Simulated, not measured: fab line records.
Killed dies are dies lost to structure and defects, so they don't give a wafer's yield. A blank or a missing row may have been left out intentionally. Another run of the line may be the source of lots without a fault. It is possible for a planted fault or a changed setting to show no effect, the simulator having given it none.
A struck lot beside a sound one :: flow sky130 :: 17 steps out of a route of 708
Sound: wafers L879.2, L879.3, L879.5. Wafers struck: L892.1, L892.2, L892.4. The cause comes at the end.
At each step with rows: each side's tool, then ch and its chambers, then its first start. Under that, the readings that differ: sound wafers :: struck wafers :: difference of the means :: sigmas: that difference in standard deviations of wafers without a fault.
alike: words and numbers the same on both sides, and readings whose means are apart by under 2 such deviations; not compared: readings that were withheld, readings missing a value for some wafer, numbers with overlapping values and no deviation given by the record, and bounds like >300 which may hide the same value.
The two part at a step that has a row with sigmas, a row that says differs or no value, or rows on one side only. When numbers do not overlap yet have no deviation, they are printed without sigmas and do not part them. A reading that every wafer of one side lacks parts them only if that side has two wafers or more.

first, 5 steps without rows for these wafers: SKY_SD_N_COAT_02 (resist thk 1140 nm); SKY_SD_N_SOFTBAKE_03 (time 60 s); SKY_SD_N_EXPOSE_04 (exposes mask NSDM, target cd 380 nm); SKY_SD_N_PEB_05; SKY_SD_N_DEVELOP_06 (develop time 60 s).
SKY_SD_N_CD_MEAS_07 targets a cd of 380 nm.
  sound on cd sem-02, day 28 21:52; struck on cd sem-02, day 33 07:22
  alike: cd nm
SKY_SD_N_OVL_MEAS_08:
  sound on overlay-02, day 28 21:58; struck on overlay-01, day 33 07:29
  alike: SD_N_OVL
then, 2 steps without rows for these wafers: SKY_SD_N_IMPLANT_09; SKY_SD_N_IMPLANT_10.
SKY_SD_N_STRIP_11: strips in O2/N2.
  sound on plasma asher-02 ch 0,1, day 28 22:18; struck on plasma asher-03 ch 0,1, day 33 07:49
reading: strip time to endpoint s (s)
sound: 22.56 22.58 22.54
struck: 22.42 22.42 22.41
difference: -0.14
sigmas: -3
  alike: drypump motor current A, oes product au
  not compared: rf hours counter h
SKY_SD_N_TW_MEAS_12:
  sound on film metro-03, day 28 22:25; struck on film metro-01, day 33 07:55
  alike: SD_N_TW
then, 1 step without rows for these wafers: SKY_SD_N_CLEAN_13 (cleans in SC1/SC2, time 150 s).
SKY_SD_N_RTA_14: time 2 s.
  sound on rtp anneal-01 ch 0, day 28 22:31; struck on rtp anneal-01 ch 0, day 33 08:02
reading: lamp power pct (%)
sound: 15.71 15.82 15.70
struck: 15.04 15.11 14.95
difference: -0.71
sigmas: -14
  alike: ramp up c per s, wafer_temp_C_max
SKY_SD_N_RS_MEAS_16: measurement is done with a four-point probe.
  sound on film metro-04, day 28 22:50; struck on film metro-01, day 33 08:12
reading: SD_N_RS (ohm/sq)
sound: 68.54 68.71 68.43
struck: 71.76 71.75 71.91
difference: +3.25
sigmas: +30
SKY_SD_N_RS_MEAS_17: measurement is done with a four-point probe.
  sound on film metro-04, day 28 22:57; struck on film metro-01, day 33 08:19
reading: SD_P_RS (ohm/sq)
sound: 146.9 146.9 146.9
struck: 165.7 165.8 165.5
difference: +18.8
sigmas: +52
SKY_SD_N_RS_MEAS_18: measurement is done with a four-point probe.
  sound on film metro-04, day 28 23:04; struck on film metro-01, day 33 08:26
reading: RES_XHIGH_RS (ohm/sq)
sound: 332.0 331.2 332.3
struck: 334.3 335.1 335.2
difference: +3.0
sigmas: +2
-- the record jumps here: 16 days lie between the struck wafers' starts before and after (it left off in module SD_N and takes up again in module PAD_OPEN, whose first step shown is number 708 of the route) --
SKY_PAD_OPEN_PROBE_99:
  sound on prober-01, day 46 13:02; struck on prober-02, day 49 11:55
reading: model.etest.res xhigh po.line ohm um
sound: 5606 5855 5832
struck: 7017 7313 7146
difference: +1394
sigmas: 

reading: model.etest.res xhigh po.rs ohm sq
sound: 1992 2053 2050
struck: 2450 2533 2515
difference: +468
sigmas: 

reading: model.etest.pfet_01v8.r on ohm um
sound: 2904 2958 2945
struck: 3132 3166 3150
difference: +214
sigmas: 

reading: model.etest.tip p.rs ohm sq
sound: 6902 6919 6889
struck: 7064 7040 7028
difference: +141
sigmas: 

reading: model.etest.res pdiff.line ohm um
sound: 1355 1352 1358
struck: 1559 1568 1569
difference: +210
sigmas: 

reading: model.etest.res high po.line ohm um
sound: 729.7 764.3 756.6
struck: 878.2 885.6 855.2
difference: +122.8
sigmas: 

reading: model.etest.licon high po.rc ohm
sound: 349.2 344.1 357.7
struck: 445.1 505.3 461.4
difference: +120.3
sigmas: 

reading: model.etest.pfet g5v0d10v5.r on ohm um
sound: 4775 4782 4768
struck: 4903 4851 4805
difference: +78
sigmas: 
  alike: killed_at_M0_to_M3, killed_at_M4_up, killed at contacts, killed at front end, killed at other, killed dies, killed open, killed short

WHERE THEY PART
Last at SKY_SD_N_RS_MEAS_18 as far as this record goes, first at SKY_SD_N_STRIP_11. Later steps at which nothing parts them and some readings are alike: SKY_PAD_OPEN_PROBE_99.

WHY: what the simulator had put in
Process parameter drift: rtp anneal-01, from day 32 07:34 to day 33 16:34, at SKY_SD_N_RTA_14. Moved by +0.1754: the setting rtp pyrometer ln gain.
